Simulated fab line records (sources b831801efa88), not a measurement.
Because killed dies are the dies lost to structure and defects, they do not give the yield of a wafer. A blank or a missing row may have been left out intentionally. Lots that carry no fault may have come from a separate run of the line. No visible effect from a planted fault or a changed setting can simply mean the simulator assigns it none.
Chamber matching | flow gf180mcu | 4 sister chambers for GF_V1_CMP_26 on cmp-02
The step polishes, stops on SiO2, t overpolish 15 s, target thk 0 nm. 8 wafers are shown with their chamber, then 7 later ones without.

## WAFERS PAIRED WITH THEIR CHAMBERS
wafer  | chamber | motor-current-A (A) | time-to-endpoint-s (s)
L349.6 | 3       | 11.8                | 77
L352.2 | 1       | 11.8                | 79
L353.2 | 1       | 11.4                | 73
L353.4 | 2       | 11.0                | 79
L354.3 | 2       | 10.5                | 83
L354.5 | 0       | 10.5                | 82
L355.1 | 3       | 11.7                | 77
L355.2 | 0       | 10.4                | 81

## WAFERS WHOSE CHAMBER IS MISSING
wafer  | motor-current-A (A) | time-to-endpoint-s (s)
L355.4 | 11.7                | 74
L356.1 | 10.6                | 83
L356.3 | 12.1                | 87
L356.5 | 11.4                | 89
L358.4 | 11.0                | 89
L358.5 | 11.9                | 80
L358.6 | 10.7                | 84

## EACH ONE'S CHAMBER
wafer  | from the rows above               | in truth
L355.4 | can't be placed: 1 or 3           | 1
L356.1 | can't be placed: 0 or 2           | 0
L356.3 | can't be placed: 3 or 1           | 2
L356.5 | can't be placed: 2 or 3 or 0 or 1 | 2
L358.4 | can't be placed: 2 or 0           | 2
L358.5 | can't be placed: 3 or 1           | 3
L358.6 | can't be placed: 2 or 0           | 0
0 of 7 placed correctly. Can't be placed from these rows: 7 (the true chamber is among the candidates in 6). Wrongly placed: 0.
How it was worked out, from the rows above alone: a wafer's distance from a chamber is the root of the sum, over the readings, of the square of ((its reading less the chamber's mean) divided by the reading's scatter). The wafer belongs to the nearest chamber; if the next one is less than 2 further off, it can't be placed. For every chamber, the mean is computed from those of its wafers that are shown. The scatter: take each reading less its chamber's mean, square it, sum over the shown wafers, divide by the number of wafers less the number of chambers, and take the root.
